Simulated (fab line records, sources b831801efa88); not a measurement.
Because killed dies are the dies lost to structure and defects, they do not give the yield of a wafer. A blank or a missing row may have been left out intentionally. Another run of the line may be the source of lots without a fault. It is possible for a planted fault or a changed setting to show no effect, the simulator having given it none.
Matching of chambers | flow gf180mcu | 4 sister chambers for GF_V2_ETCH_16 on rie_diel-02
The step etches BARC in N2/H2. 8 wafers are shown with their chamber, then 10 later ones without.

## WAFERS PAIRED WITH THEIR CHAMBERS
wafer  | chamber | drypump_motor_current_A (A) | throttle_valve_pct (%)
L081.4 | 2       | 6.0                         | 13.232
L082.6 | 2       | 6.0                         | 13.229
L083.4 | 0       | 5.3                         | 13.244
L084.1 | 0       | 5.3                         | 13.233
L084.3 | 1       | 5.9                         | 13.218
L084.6 | 3       | 6.1                         | 13.219
L089.1 | 3       | 6.0                         | 13.230
L089.2 | 1       | 5.9                         | 13.222

## WAFERS WHOSE CHAMBER IS MISSING
wafer  | drypump_motor_current_A (A) | throttle_valve_pct (%)
L089.5 | 5.3                         | 13.226
L094.3 | 5.3                         | 13.241
L094.4 | 6.0                         | 13.223
L094.6 | 6.0                         | 13.219
L095.3 | 6.1                         | 13.231
L095.4 | 5.3                         | 13.228
L095.5 | 5.9                         | 13.228
L097.2 | 5.3                         | 13.214
L097.4 | 6.0                         | 13.225
L097.6 | 5.9                         | 13.218

## WHICH CHAMBER EACH WENT THROUGH
wafer  | from the rows above          | in truth
L089.5 | 0                            | 0
L094.3 | 0                            | 0
L094.4 | can't be placed: 2 or 3 or 1 | 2
L094.6 | can't be placed: 3 or 2 or 1 | 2
L095.3 | can't be placed: 3 or 2      | 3
L095.4 | 0                            | 0
L095.5 | can't be placed: 1 or 2      | 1
L097.2 | 0                            | 0
L097.4 | can't be placed: 2 or 3      | 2
L097.6 | 1                            | 1
5 of 10 placed correctly. From these rows, 5 cannot be placed; in 5 the true chamber is one of the candidates. Number placed wrongly: 0.
How it was worked out, from the rows above alone: a wafer's distance from a chamber is the root of the sum, over the readings, of the square of ((its reading less the chamber's mean) divided by the reading's scatter). If the next closest chamber is less than 2 further off than the closest, the wafer can't be placed; otherwise it belongs to the closest. A chamber's mean is the mean of its shown wafers. The scatter: the root of (the sum of the squares of (reading less its chamber's mean) over the shown wafers, divided by (wafers less chambers)).
